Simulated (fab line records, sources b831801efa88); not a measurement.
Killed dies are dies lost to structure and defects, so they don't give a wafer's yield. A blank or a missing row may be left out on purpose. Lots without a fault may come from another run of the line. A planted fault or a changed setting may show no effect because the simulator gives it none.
fab line records | flow sky130
record lots=7 wafers=20 last_day=50
route steps=708 shown NWELL@61 PWDE@84 VT_ADJUST_HVTP@85 VT_ADJUST_LVTN@97 PAD_OPEN@708
lots that met no fault: from a run of the same line without faults
start_h: hours from the record's first day to the start of the lot's first wafer shown | wait_h: hours since the lot's step before | " the same as in the row above | L1.1+2: a row that stands for several wafers | - no value, or no start given | * or withheld: withheld | < > ~ a bound
route shown NAME@n: a module of which the file shows steps, and the number in the route of the first | usual: mean/standard deviation of fault-free wafers | same: alike in all rows | chamber/n: place in a boat | sites: the reading at each site | _std_site: their standard deviation | _edge_site: outer sites' mean less inner sites' | radius_mm: how far each site lies from the wafer's centre | mask NAME#n: copy n | behind: the tool/chamber that last shaped the wafer | hold: why the lot was held/for how many hours/how that ended | device: the transistor (n, p or np) that didn't switch | end of line: the same wafers' tests at the end of the route | a step without rows: its recipe alone | killed: dies lost to structure and defects at the first sort, not the wafer's yield | map: a wafer's dies, x killed, . not, _ none there
set.NAME: the setting as run; set.NAME@STEP: as run at that earlier step | model.NAME: the simulator's own value behind a step, which no gauge read
lots at some steps of the route; a table a step, a row a wafer
services: from which hour (start_h, from the record's first day; less than 0 if before it) a tool's chamber was out of use, for how many hours, and why
## steps
# step SKY_NWELL_PEB_08
# recipe temp_c=115 time_s=withheld
# step SKY_NWELL_DEVELOP_09
# recipe wall_angle_deg=90 developer=TMAH develop_time_s=60 dev_temp_c=23
# step SKY_NWELL_OVL_MEAS_10
# usual NWELL_00_OVL=0.6/1.3
# columns lot.wafer tool chamber start_h wait_h NWELL_00_OVL[nm]
L148.1 overlay-02 - 96.14 - 0.4
L148.2 " - " " -1.5
L148.5 " - " " 0.0
L149.1 overlay-02 - 103.89 - -1.2
L149.2 " - " " 0.2
L149.6 " - " " 1.1
L157.2 overlay-02 - 144.30 - -0.1
L157.3 " - " " 1.9
L157.5 " - " " 1.5
L158.2 overlay-02 - 149.65 - 4.3
L158.3 " - " " 2.3
L158.5 " - " " 2.5
L159.2 overlay-02 - 155.00 - 1.7
L159.3 " - " " 1.5
L159.6 " - " " 1.4
L161.5 overlay-02 - 165.02 - 2.1
L161.6 " - " " 1.1
L168.1 overlay-01 - 208.64 - -1.3
L168.3 " - " " 1.1
L168.6 " - " " -0.9
# step SKY_NWELL_IMPLANT_11
# recipe species=P energy_kev=400 dose_cm2=1.9e+13 tilt_deg=withheld
# step SKY_NWELL_IMPLANT_12
# recipe species=P energy_kev=120 dose_cm2=1.3e+12 tilt_deg=withheld
# step SKY_NWELL_IMPLANT_13
# recipe species=P energy_kev=50 dose_cm2=7e+11 tilt_deg=withheld
# step SKY_NWELL_STRIP_14
# recipe chemistry=O2/N2 power_w=1400 pressure_mtorr=1500 platen_temp_c=withheld o2_flow_sccm=3000 n2_flow_sccm=300 overash_fraction=0.5
# usual drypump_motor_current_A=5.80/0.25 oes_product_au=0.722/0.0046 strip_time_to_endpoint_s=36.96/0.092
# columns lot.wafer tool chamber start_h wait_h drypump_motor_current_A oes_product_au rf_hours_counter_h strip_time_to_endpoint_s
L148.1 plasma_asher-04 1 96.63 0.1 6.05 0.725 27 37.03
L148.2 " 0 " " 5.77 0.725 27 36.99
L148.5 " 1 " " 6.06 0.717 - 36.94
L149.1 plasma_asher-02 1 104.38 0.1 5.76 0.724 40 36.94
L149.2 " 0 " " 5.82 0.725 40 36.84
L149.6 " 0 " " 5.79 0.721 - 36.98
L157.2 plasma_asher-03 0 144.78 0.1 6.08 0.723 49 36.96
L157.3 " 1 " " 5.34 0.722 - 36.88
L157.5 " 1 " " 5.31 0.719 - 36.77
L158.2 plasma_asher-04 0 150.13 0.1 5.74 0.722 33 36.99
L158.3 " 1 " " 6.05 0.725 - 37.02
L158.5 " 1 " " 6.09 0.713 - 37.09
L159.2 plasma_asher-03 0 155.48 0.1 6.08 0.720 50 37.01
L159.3 " 1 " " 5.33 0.716 - 36.86
L159.6 " 1 " " 5.30 0.720 - 36.98
L161.5 plasma_asher-04 1 165.55 0.1 6.04 0.724 - 36.75
L161.6 " 0 " " 5.74 0.712 - 36.88
L168.1 plasma_asher-04 0 209.12 0.1 5.74 0.715 39 37.08
L168.3 " 1 " " 6.02 0.718 - 37.01
L168.6 " 0 " " 5.76 0.722 - 36.99
# step SKY_NWELL_TW_MEAS_15
# usual NWELL_TW=1818/13
# columns lot.wafer tool chamber start_h wait_h NWELL_TW
L148.1 film_metro-04 - 96.73 0.1 1820
L148.2 " - " " 1811
L148.5 " - " " 1815
L149.1 film_metro-02 - 104.48 0.1 1788
L149.2 " - " " 1790
L149.6 " - " " 1785
L157.2 film_metro-03 - 144.89 0.1 1824
L157.3 " - " " 1815
L157.5 " - " " 1811
L158.2 film_metro-03 - 150.24 0.1 1815
L158.3 " - " " 1817
L158.5 " - " " 1816
L159.2 film_metro-02 - 155.59 0.1 1795
L159.3 " - " " 1797
L159.6 " - " " 1806
L161.5 film_metro-03 - 165.62 0.0 1816
L161.6 " - " " 1822
L168.1 film_metro-02 - 209.22 0.1 1802
L168.3 " - " " 1803
L168.6 " - " " 1806
# step SKY_NWELL_DEHYDRATE_16
# recipe temp_c=200 time_s=60
# step SKY_NWELL_HMDS_17
# recipe prime_time_s=60 prime_temp_c=120
# step SKY_NWELL_COAT_18
# recipe spin_rpm=2000 resist_thk_nm=3000
# step SKY_NWELL_SOFTBAKE_19
# recipe temp_c=110 time_s=withheld
# step SKY_NWELL_EXPOSE_20
# recipe mask_id=NWM_COMPLEMENT na=0.6 source_shape=conventional sigma_outer=0.6 polarization=unpolarized target_cd_nm=840 dose_mj=260
# usual reticle_temp_C=22.99/0.093
# columns lot.wafer tool chamber start_h wait_h mask reticle_temp_C
L148.1 iline_stepper-02 0 105.91 - NWM_COMPLEMENT#0 23.02
L148.2 " 0 " " NWM_COMPLEMENT#0 22.97
L148.5 " 0 " " NWM_COMPLEMENT#0 22.98
L149.1 iline_stepper-01 0 113.29 - NWM_COMPLEMENT#0 23.28
L149.2 " 0 " " NWM_COMPLEMENT#0 23.13
L149.6 " 0 " " NWM_COMPLEMENT#0 22.89
L157.2 iline_stepper-01 0 154.43 - NWM_COMPLEMENT#0 22.93
L157.3 " 0 " " NWM_COMPLEMENT#0 22.99
L157.5 " 0 " " NWM_COMPLEMENT#0 22.93
L158.2 iline_stepper-02 0 160.59 - NWM_COMPLEMENT#0 23.11
L158.3 " 0 " " NWM_COMPLEMENT#0 22.98
L158.5 " 0 " " NWM_COMPLEMENT#0 23.08
L159.2 iline_stepper-02 0 165.41 - NWM_COMPLEMENT#0 23.18
L159.3 " 0 " " NWM_COMPLEMENT#0 23.04
L159.6 " 0 " " NWM_COMPLEMENT#0 23.02
L161.5 iline_stepper-02 0 175.94 - NWM_COMPLEMENT#0 22.96
L161.6 " 0 " " NWM_COMPLEMENT#0 23.01
L168.1 iline_stepper-01 0 219.32 - NWM_COMPLEMENT#0 23.00
L168.3 " 0 " " NWM_COMPLEMENT#0 22.85
L168.6 " 0 " " NWM_COMPLEMENT#0 23.00
# step SKY_NWELL_PEB_21
# recipe temp_c=115 time_s=withheld
# step SKY_NWELL_DEVELOP_22
# recipe wall_angle_deg=90 developer=TMAH develop_time_s=60 dev_temp_c=23
# step SKY_NWELL_OVL_MEAS_23
# usual NWELL_01_OVL=0.4/1.4
# columns lot.wafer tool chamber start_h wait_h NWELL_01_OVL[nm]
L148.1 overlay-02 - 114.29 - 1.2
L148.2 " - " " 1.3
L148.5 " - " " 0.0
L149.1 overlay-01 - 122.64 - 0.0
L149.2 " - " " -0.2
L149.6 " - " " -1.0
L157.2 overlay-02 - 164.55 - 1.0
L157.3 " - " " -0.3
L157.5 " - " " 0.4
L158.2 overlay-02 - 169.10 - -1.1
L158.3 " - " " -0.3
L158.5 " - " " 0.6
L159.2 overlay-02 - 175.34 - 2.2
L159.3 " - " " 1.7
L159.6 " - " " 3.7
L161.5 overlay-02 - 186.61 - 1.9
L161.6 " - " " 0.5
L168.1 overlay-02 - 231.39 - 2.7
L168.3 " - " " 2.2
L168.6 " - " " 1.8
# step SKY_NWELL_IMPLANT_24
# recipe species=B energy_kev=140 dose_cm2=9.2e+12 tilt_deg=withheld
# step SKY_NWELL_STRIP_25
# recipe chemistry=O2/N2 power_w=1400 pressure_mtorr=1500 platen_temp_c=withheld o2_flow_sccm=3000 n2_flow_sccm=300 overash_fraction=0.5
# usual drypump_motor_current_A=5.81/0.24 oes_product_au=0.722/0.0049 strip_time_to_endpoint_s=36.96/0.11
# columns lot.wafer tool chamber start_h wait_h drypump_motor_current_A oes_product_au rf_hours_counter_h strip_time_to_endpoint_s
L148.1 plasma_asher-04 0 114.47 0.1 5.74 0.723 29 37.10
L148.2 " 1 " " 6.02 0.722 29 37.02
L148.5 " 0 " " 5.74 0.721 - 37.01
L149.1 plasma_asher-02 1 122.83 0.1 5.75 0.730 0 36.98
L149.2 " 0 " " 5.85 0.726 0 36.97
L149.6 " 1 " " 5.72 0.723 - 37.05
L157.2 plasma_asher-03 0 164.73 0.1 6.04 0.725 50 36.96
L157.3 " 1 " " 5.33 0.719 - 36.97
L157.5 " 0 " " 6.08 0.719 - 36.93
L158.2 plasma_asher-04 0 169.28 0.1 5.76 0.726 35 36.86
L158.3 " 1 " " 6.03 0.718 - 37.09
L158.5 " 1 " " 6.04 0.720 - 36.84
L159.2 plasma_asher-03 1 175.52 0.1 5.34 0.715 52 36.90
L159.3 " 0 " " 6.08 0.723 - 36.95
L159.6 " 1 " " 5.33 0.724 - 36.89
L161.5 plasma_asher-04 1 186.84 0.1 6.04 0.723 - 36.88
L161.6 " 0 " " 5.75 0.726 - 36.73
L168.1 plasma_asher-02 0 231.58 0.1 5.85 0.726 9 36.94
L168.3 " 1 " " 5.79 0.726 - 36.87
L168.6 " 1 " " 5.75 0.715 - 36.93
# step SKY_NWELL_TW_MEAS_26
# usual NWELL_2_TW=496/3.5
# columns lot.wafer tool chamber start_h wait_h NWELL_2_TW
L148.1 film_metro-04 - 114.57 0.1 495
L148.2 " - " " 493
L148.5 " - " " 493
L149.1 film_metro-02 - 122.93 0.1 497
L149.2 " - " " 492
L149.6 " - " " 494
L157.2 film_metro-03 - 164.84 0.1 498
L157.3 " - " " 498
L157.5 " - " " 498
L158.2 film_metro-02 - 169.39 0.1 497
L158.3 " - " " 496
L158.5 " - " " 495
L159.2 film_metro-03 - 175.63 0.1 500
L159.3 " - " " 500
L159.6 " - " " 498
L161.5 film_metro-02 - 186.92 0.0 493
L161.6 " - " " 494
L168.1 film_metro-03 - 231.68 0.1 502
L168.3 " - " " 499
L168.6 " - " " 501
# step SKY_NWELL_CLEAN_27
# recipe chemistry=SC1/SC2 mix=1:4:20 temp_c=70 time_s=150 dry=n2_spin
# step SKY_NWELL_RTA_28
# recipe temp_c=1050 time_s=30 idle_temp_c=650 ramp_up_c_per_s=150 ramp_down_c_per_s=90 ambient=N2
# usual lamp_power_pct=25.30/0.056 wafer_temp_C_max=1054.9/1
# columns lot.wafer tool chamber start_h wait_h lamp_power_pct wafer_temp_C_max
L148.1 rtp_anneal-02 0 114.68 0.0 25.39 1056.7
L148.2 " 0 " " 25.17 1055.3
L148.5 " 0 " " 25.28 1055.3
L149.1 rtp_anneal-02 0 123.09 0.0 25.25 1056.3
L149.2 " 0 " " 25.27 1055.6
L149.6 " 0 " " 25.34 1054.8
L157.2 rtp_anneal-02 0 164.96 0.0 25.28 1055.0
L157.3 " 0 " " 25.27 1053.9
L157.5 " 0 " " 25.20 1055.7
L158.2 rtp_anneal-02 0 169.51 0.0 25.31 1055.2
L158.3 " 0 " " 25.26 1053.5
L158.5 " 0 " " 25.30 1053.8
L159.2 rtp_anneal-01 0 175.75 0.0 25.27 1052.9
L159.3 " 0 " " 25.16 1055.0
L159.6 " 0 " " 25.37 1056.0
L161.5 rtp_anneal-01 0 187.05 0.1 25.23 1055.1
L161.6 " 0 " " 25.29 1055.5
L168.1 rtp_anneal-02 0 231.79 0.0 25.21 1054.3
L168.3 " 0 " " 25.38 1054.6
L168.6 " 0 " " 25.22 1054.6
# step SKY_NWELL_RS_MEAS_29
# recipe thk_meas_gauge=four-point-probe
# usual NWELL_RS=624.2/1.6
# columns lot.wafer tool chamber start_h wait_h NWELL_RS[ohm/sq]
L148.1 film_metro-04 - 114.78 0.1 624.9
L148.2 " - " " 624.2
L148.5 " - " " 625.4
L149.1 film_metro-03 - 123.19 0.1 624.7
L149.2 " - " " 627.6
L149.6 " - " " 626.5
L157.2 film_metro-02 - 165.06 0.1 624.8
L157.3 " - " " 623.7
L157.5 " - " " 624.8
L158.2 film_metro-03 - 169.61 0.1 627.0
L158.3 " - " " 625.0
L158.5 " - " " 626.5
L159.2 film_metro-02 - 175.85 0.1 621.7
L159.3 " - " " 624.1
L159.6 " - " " 623.3
L161.5 film_metro-03 - 187.17 0.1 623.4
L161.6 " - " " 624.9
L168.1 film_metro-02 - 231.89 0.1 625.5
L168.3 " - " " 623.9
L168.6 " - " " 626.0
# step SKY_NWELL_RS_MEAS_31
# recipe thk_meas_gauge=four-point-probe
# usual PWDE_RS=5279/15
# columns lot.wafer tool chamber start_h wait_h PWDE_RS[ohm/sq]
L148.1 film_metro-04 - 115.02 0.1 5274
L148.2 " - " " 5272
L148.5 " - " " 5252
L149.1 film_metro-03 - 123.43 0.1 5318
L149.2 " - " " 5303
L149.6 " - " " 5307
L157.2 film_metro-02 - 165.30 0.1 5272
L157.3 " - " " 5268
L157.5 " - " " 5276
L158.2 film_metro-03 - 169.85 0.1 5292
L158.3 " - " " 5288
L158.5 " - " " 5289
L159.2 film_metro-02 - 176.09 0.1 5275
L159.3 " - " " 5288
L159.6 " - " " 5263
L161.5 film_metro-03 - 187.41 0.1 5286
L161.6 " - " " 5264
L168.1 film_metro-02 - 232.13 0.1 5299
L168.3 " - " " 5286
L168.6 " - " " 5278
# step SKY_VT_ADJUST_HVTP_DEHYDRATE_00
# recipe temp_c=200 time_s=60
# step SKY_VT_ADJUST_HVTP_HMDS_01
# recipe prime_time_s=60 prime_temp_c=120
# step SKY_VT_ADJUST_HVTP_COAT_02
# recipe resist=NOVOLAK spin_rpm=3000 resist_thk_nm=1140
# step SKY_VT_ADJUST_HVTP_SOFTBAKE_03
# recipe temp_c=90 time_s=60 resist=NOVOLAK
# step SKY_VT_ADJUST_HVTP_EXPOSE_04
# recipe mask_id=HVTPM na=0.6 source_shape=conventional sigma_outer=0.6 polarization=unpolarized target_cd_nm=380 dose_mj=140
# step SKY_VT_ADJUST_HVTP_PEB_05
# recipe temp_c=withheld time_s=* resist=NOVOLAK
# step SKY_VT_ADJUST_HVTP_DEVELOP_06
# recipe resist=NOVOLAK developer=TMAH develop_time_s=60 dev_temp_c=23
# step SKY_VT_ADJUST_HVTP_CD_MEAS_07
# recipe target_cd_nm=380
# usual cd_nm=380.9/2.7
# columns lot.wafer tool chamber start_h wait_h cd_nm
L148.1 cd_sem-02 - 133.40 0.1 380.9
L148.2 " - " " 383.0
L148.5 " - " " 382.8
L149.1 cd_sem-01 - 142.20 0.1 382.2
L149.2 " - " " 380.3
L149.6 " - " " 381.4
L157.2 cd_sem-01 - 186.37 0.1 380.4
L157.3 " - " " 380.7
L157.5 " - " " 380.8
L158.2 cd_sem-02 - 190.23 0.1 382.5
L158.3 " - " " 383.5
L158.5 " - " " 383.9
L159.2 cd_sem-02 - 197.33 0.1 383.4
L159.3 " - " " 384.8
L159.6 " - " " 384.5
L161.5 cd_sem-02 - 209.37 0.1 381.8
L161.6 " - " " 378.2
L168.1 cd_sem-02 - 256.11 0.1 382.2
L168.3 " - " " 384.0
L168.6 " - " " 384.4
# step SKY_VT_ADJUST_HVTP_OVL_MEAS_08
# usual VT_ADJUST_HVTP_OVL=0.7/1.5
# columns lot.wafer tool chamber start_h wait_h VT_ADJUST_HVTP_OVL[nm]
L148.1 overlay-02 - 133.52 0.1 1.9
L148.2 " - " " -0.2
L148.5 " - " " 2.1
L149.1 overlay-02 - 142.32 0.1 0.2
L149.2 " - " " 1.4
L149.6 " - " " -0.5
L157.2 overlay-01 - 186.47 0.1 1.9
L157.3 " - " " 1.8
L157.5 " - " " 1.7
L158.2 overlay-02 - 190.34 0.1 3.1
L158.3 " - " " 2.7
L158.5 " - " " 4.0
L159.2 overlay-02 - 197.44 0.1 -1.3
L159.3 " - " " 0.2
L159.6 " - " " -0.5
L161.5 overlay-01 - 209.43 0.0 1.1
L161.6 " - " " -0.3
L168.1 overlay-01 - 256.23 0.1 -0.1
L168.3 " - " " 0.4
L168.6 " - " " 1.0
# step SKY_VT_ADJUST_HVTP_IMPLANT_09
# recipe species=As energy_kev=150 dose_cm2=4.3e+12 tilt_deg=withheld
# step SKY_VT_ADJUST_HVTP_STRIP_10
# recipe chemistry=O2/N2 power_w=1400 pressure_mtorr=1500 platen_temp_c=withheld o2_flow_sccm=3000 n2_flow_sccm=300 overash_fraction=0.5
# usual drypump_motor_current_A=5.9/0.31 oes_product_au=0.715/0.0046 strip_time_to_endpoint_s=14.20/0.04
# columns lot.wafer tool chamber start_h wait_h drypump_motor_current_A oes_product_au rf_hours_counter_h strip_time_to_endpoint_s
L148.1 plasma_asher-03 1 133.70 0.1 5.3 0.710 48 14.16
L148.2 " 0 " " 6.0 0.716 48 14.16
L148.5 " 1 " " 5.3 0.720 - 14.18
L149.1 plasma_asher-03 0 142.50 0.1 6.0 0.711 48 14.20
L149.2 " 1 " " 5.3 0.718 48 14.21
L149.6 " 1 " " 5.3 0.717 - 14.25
L157.2 plasma_asher-03 0 186.65 0.1 6.1 0.703 53 14.26
L157.3 " 1 " " 5.3 0.715 - 14.22
L157.5 " 1 " " 5.3 0.713 - 14.25
L158.2 plasma_asher-03 0 190.52 0.1 6.0 0.715 53 14.15
L158.3 " 0 " " 6.1 0.712 - 14.14
L158.5 " 0 " " 6.1 0.720 - 14.16
L159.2 plasma_asher-01 0 197.62 0.1 5.9 0.715 52 14.22
L159.3 " 1 " " 6.2 0.709 - 14.19
L159.6 " 1 " " 6.2 0.717 - 14.23
L161.5 plasma_asher-02 0 209.66 0.1 5.9 0.709 - 14.19
L161.6 " 1 " " 5.8 0.713 - 14.24
L168.1 plasma_asher-01 0 256.42 0.1 5.9 0.711 57 14.21
L168.3 " 0 " " 5.9 0.719 - 14.21
L168.6 " 0 " " 5.9 0.720 - 14.23
# step SKY_VT_ADJUST_HVTP_TW_MEAS_11
# usual VT_ADJUST_HVTP_TW=1362/6.5
# columns lot.wafer tool chamber start_h wait_h VT_ADJUST_HVTP_TW
L148.1 film_metro-01 - 133.80 0.1 1369
L148.2 " - " " 1375
L148.5 " - " " 1362
L149.1 film_metro-01 - 142.60 0.1 1366
L149.2 " - " " 1366
L149.6 " - " " 1368
L157.2 film_metro-03 - 186.76 0.1 1373
L157.3 " - " " 1362
L157.5 " - " " 1359
L158.2 film_metro-03 - 190.63 0.1 1359
L158.3 " - " " 1374
L158.5 " - " " 1365
L159.2 film_metro-03 - 197.73 0.1 1354
L159.3 " - " " 1357
L159.6 " - " " 1361
L161.5 film_metro-03 - 209.73 0.0 1366
L161.6 " - " " 1361
L168.1 film_metro-03 - 256.52 0.1 1365
L168.3 " - " " 1362
L168.6 " - " " 1361
# step SKY_VT_ADJUST_LVTN_DEHYDRATE_00
# recipe temp_c=200 time_s=60
# step SKY_VT_ADJUST_LVTN_HMDS_01
# recipe prime_time_s=60 prime_temp_c=120
# step SKY_VT_ADJUST_LVTN_COAT_02
# recipe spin_rpm=2000 resist_thk_nm=3000
# step SKY_VT_ADJUST_LVTN_SOFTBAKE_03
# recipe temp_c=110 time_s=withheld
# step SKY_VT_ADJUST_LVTN_EXPOSE_04
# recipe mask_id=NWM_COMPLEMENT_LESS_NATIVE na=0.6 source_shape=conventional sigma_outer=0.6 polarization=unpolarized target_cd_nm=840 dose_mj=194
# step SKY_VT_ADJUST_LVTN_PEB_05
# recipe temp_c=115 time_s=withheld
# step SKY_PAD_OPEN_PROBE_99
# usual killed_at_M0_to_M3=43/7.3 killed_at_M4_up=3.1/1.7 killed_at_contacts=25/5.3 killed_at_front_end=15/4.3 killed_at_other=0.2/0.54 killed_dies=87/10 killed_open=48/7.6 killed_short=38/6.1
# same gross_dies=492 killed_at_back_side=0
# columns lot.wafer tool chamber start_h wait_h killed_at_M0_to_M3 killed_at_M4_up killed_at_contacts killed_at_front_end killed_at_other killed_dies killed_open killed_short model.etest.res_iso_pwell.width_nm model.etest.res_nwell.width_nm
L148.1 prober-01 - 1089.87 0.1 45 3 24 10 0 82 47 35 2670 824.2
L148.2 prober-01 - 1089.92 0.1 51 0 24 7 0 82 41 39 2650 827.7
L148.5 prober-01 - 1090.07 0.2 45 7 30 16 0 98 55 43 2666 827.9
L149.1 prober-02 - 1096.51 0.1 32 1 33 7 0 73 41 32 2628 842.4
L149.2 prober-02 - 1096.56 0.1 39 4 18 14 0 75 40 35 2630 847
L149.6 prober-02 - 1096.76 0.2 35 6 30 22 0 93 49 44 2628 847.8
L158.2 prober-02 - 1143.69 0.1 39 5 22 10 0 76 42 34 2716 816.1
L158.3 prober-02 - 1143.74 0.2 45 4 22 10 0 81 37 44 2656 835.3
L158.5 prober-02 - 1143.84 0.2 30 2 34 13 0 79 43 36 2705 815.9
L157.2 prober-01 - 1145.58 0.1 37 6 20 14 0 77 40 37 2647 847.6
L157.3 prober-01 - 1145.63 0.2 41 4 30 13 0 88 49 39 2652 841.2
L157.5 prober-01 - 1145.73 0.2 43 3 27 22 0 95 57 38 2643 838.2
L159.2 prober-02 - 1150.12 0.1 38 2 22 17 0 79 45 32 2684 826.1
L159.3 prober-02 - 1150.17 0.2 48 3 18 16 1 86 52 34 2631 851.9
L159.6 prober-02 - 1150.32 0.2 51 2 27 15 0 95 63 32 2638 848.8
L161.5 prober-02 - 1159.93 0.2 54 5 24 11 0 94 52 42 2697 824.8
L161.6 prober-02 - 1159.98 0.2 52 1 20 18 0 91 49 42 2652 843.4
L168.1 prober-01 - 1192.91 0.1 43 4 31 15 0 93 58 34 2646 843.5
L168.3 prober-01 - 1193.01 0.2 46 5 22 12 0 85 47 38 2641 842.1
L168.6 prober-01 - 1193.16 0.2 37 1 29 10 0 77 41 36 2663 841.4
# killed by level:class
L148.1 VIA1:geometric_particle:open=14 CONTACT:geometric_particle:open=11 METAL2:geometric_particle:short=6 VIA3:geometric_particle:short=5 VIA3:geometric_particle:open=5 METAL1:geometric_particle:short=4 VIA1:geometric_particle:short=4 VIA2:geometric_particle:open=4
L148.2 CONTACT:geometric_particle:open=10 VIA1:geometric_particle:open=9 VIA3:geometric_particle:open=8 METAL1:geometric_particle:short=7 VIA1:geometric_particle:short=6 LI_CONTACT:geometric_particle:open=5 METAL3:geometric_particle:short=5 VIA2:geometric_particle:open=5
L148.5 VIA1:geometric_particle:open=10 LI_CONTACT:geometric_particle:open=9 CONTACT:geometric_particle:open=8 VIA2:geometric_particle:open=8 FIELD_ISO:geometric_particle:open=6 METAL1:geometric_particle:short=6 CONTACT:geometric_particle:short=5 VIA2:geometric_particle:short=5
L149.1 CONTACT:geometric_particle:open=13 VIA2:geometric_particle:open=7 METAL1:geometric_particle:short=6 LI_CONTACT:geometric_particle:short=5 LI_CONTACT:geometric_particle:open=5 LOCAL_INTERCONNECT:geometric_particle:short=5 CONTACT:geometric_particle:short=5 VIA3:geometric_particle:open=5
L149.2 METAL1:geometric_particle:short=8 CONTACT:geometric_particle:open=7 VIA3:geometric_particle:open=6 METAL2:geometric_particle:short=6 VIA2:geometric_particle:open=6 LI_CONTACT:geometric_particle:open=5 FIELD_ISO:geometric_particle:short=4 POLY_GATE:geometric_particle:open=4
L149.6 LI_CONTACT:geometric_particle:open=10 VIA1:geometric_particle:open=10 CONTACT:geometric_particle:open=8 CONTACT:geometric_particle:short=7 METAL4:geometric_particle:short=6 POLY_GATE:geometric_particle:short=5 METAL2:geometric_particle:short=5 VIA3:geometric_particle:open=5
L158.2 CONTACT:geometric_particle:open=9 METAL1:geometric_particle:short=9 VIA1:geometric_particle:open=7 METAL2:geometric_particle:short=5 CONTACT:geometric_particle:short=5 VIA2:geometric_particle:open=5 VIA3:geometric_particle:open=5 LI_CONTACT:geometric_particle:open=4
L158.3 CONTACT:geometric_particle:open=9 METAL1:geometric_particle:short=8 VIA2:geometric_particle:short=7 VIA1:geometric_particle:open=6 VIA2:geometric_particle:open=5 VIA3:geometric_particle:open=5 VIA3:geometric_particle:short=4 LOCAL_INTERCONNECT:geometric_particle:short=4
L158.5 LI_CONTACT:geometric_particle:open=12 CONTACT:geometric_particle:open=10 VIA1:geometric_particle:open=7 FIELD_ISO:geometric_particle:short=5 VIA3:geometric_particle:open=5 CONTACT:geometric_particle:short=5 FIELD_ISO:geometric_particle:open=4 LOCAL_INTERCONNECT:geometric_particle:short=4
L157.2 VIA1:geometric_particle:short=9 VIA1:geometric_particle:open=8 CONTACT:geometric_particle:open=7 FIELD_ISO:geometric_particle:short=5 METAL1:geometric_particle:short=5 LI_CONTACT:geometric_particle:open=5 VIA3:geometric_particle:open=5 METAL4:geometric_particle:short=4
L157.3 CONTACT:geometric_particle:open=13 VIA1:geometric_particle:open=12 LI_CONTACT:geometric_particle:open=6 VIA2:geometric_particle:open=5 VIA3:geometric_particle:open=5 LOCAL_INTERCONNECT:geometric_particle:short=4 METAL1:geometric_particle:short=4 VIA1:geometric_particle:short=4
L157.5 CONTACT:geometric_particle:open=14 VIA1:geometric_particle:open=10 VIA3:geometric_particle:open=10 VIA2:geometric_particle:open=6 FIELD_ISO:geometric_particle:open=5 POLY_GATE:geometric_particle:short=5 FIELD_ISO:geometric_particle:short=4 LOCAL_INTERCONNECT:geometric_particle:short=4
L159.2 VIA1:geometric_particle:open=8 POLY_GATE:geometric_particle:short=7 LI_CONTACT:geometric_particle:open=7 VIA3:geometric_particle:open=6 CONTACT:geometric_particle:open=6 CONTACT:geometric_particle:short=6 VIA2:geometric_particle:open=6 METAL2:geometric_particle:short=4
L159.3 VIA1:geometric_particle:open=13 METAL2:geometric_particle:short=8 CONTACT:geometric_particle:open=7 POLY_GATE:geometric_particle:open=6 VIA3:geometric_particle:open=6 FIELD_ISO:geometric_particle:short=5 METAL2:geometric_particle:open=5 LI_CONTACT:geometric_particle:open=4
L159.6 VIA1:geometric_particle:open=15 CONTACT:geometric_particle:open=11 LI_CONTACT:geometric_particle:open=9 VIA3:geometric_particle:open=8 VIA2:geometric_particle:open=6 VIA1:geometric_particle:short=5 POLY_GATE:geometric_particle:short=4 POLY_GATE:geometric_particle:open=4
L161.5 VIA1:geometric_particle:open=14 VIA2:geometric_particle:open=10 LOCAL_INTERCONNECT:geometric_particle:short=8 CONTACT:geometric_particle:open=8 VIA1:geometric_particle:short=6 METAL2:geometric_particle:short=6 LI_CONTACT:geometric_particle:open=5 METAL1:geometric_particle:short=4
L161.6 VIA3:geometric_particle:open=9 VIA1:geometric_particle:open=9 CONTACT:geometric_particle:open=8 CONTACT:geometric_particle:short=6 VIA3:geometric_particle:short=6 VIA1:geometric_particle:short=6 FIELD_ISO:geometric_particle:open=5 VIA2:geometric_particle:open=5
L168.1 CONTACT:geometric_particle:open=12 VIA1:geometric_particle:open=11 LI_CONTACT:geometric_particle:open=11 VIA2:geometric_particle:open=7 METAL1:geometric_particle:short=6 POLY_GATE:geometric_particle:open=5 METAL3:geometric_particle:short=5 VIA3:geometric_particle:open=5
L168.3 VIA1:geometric_particle:open=10 CONTACT:geometric_particle:open=8 LI_CONTACT:geometric_particle:open=7 METAL3:geometric_particle:short=6 VIA3:geometric_particle:open=5 POLY_GATE:geometric_particle:open=4 VIA2:geometric_particle:open=4 METAL1:geometric_particle:short=4
L168.6 CONTACT:geometric_particle:open=15 METAL1:geometric_particle:short=7 METAL2:geometric_particle:short=7 VIA1:geometric_particle:open=6 FIELD_ISO:geometric_particle:open=4 LI_CONTACT:geometric_particle:open=4 CONTACT:geometric_particle:short=4 VIA1:geometric_particle:short=4
## services
# columns tool chamber start_h hours kind
iline_stepper-02 - 88.28 1.7 pm
plasma_asher-02 - 108.75 9.0 pm
plasma_asher-02 0 108.75 9.0 vent_cycle
plasma_asher-02 1 108.75 9.0 vent_cycle
plasma_asher-02 0 117.75 - clean
plasma_asher-02 1 117.75 - clean
iline_stepper-02 - 142.71 3.0 repair
iline_stepper-01 0 151.05 - calibration
plasma_asher-03 - 162.68 1.5 repair
iline_stepper-02 - 176.48 2.0 repair
plasma_asher-02 - 185.82 7.5 repair
rtp_anneal-01 - 187.30 2.9 pm
plasma_asher-03 - 219.56 2.9 repair
iline_stepper-02 - 241.43 4.4 pm
iline_stepper-01 - 241.64 3.0 repair
## key
first_sign none at tools or gauges
model_effect step=SKY_PAD_OPEN_PROBE_99 value=etest.res_iso_pwell.width_nm without=2653 struck=2701
met_at SKY_NWELL_EXPOSE_20
struck_wafers L158.2,L158.5,L159.2,L161.5
tester_left_out L158,L159,L161
onset_between 105.91 160.59
fault kind=process_parameter_drift tool=iline_stepper-02 chamber=- onset_h=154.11 steps=SKY_NWELL_EXPOSE_20 channel=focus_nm offset=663 shape=step end_h=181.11 scope=struck_wafers_only
# tester_left_out: of these lots the tester's yield and bins aren't shown, on N5 and GAA mostly nor the transistor test; their killed dies are dies lost to structure and defects alone, not to doping, threshold or leakage, so they don't give the yield
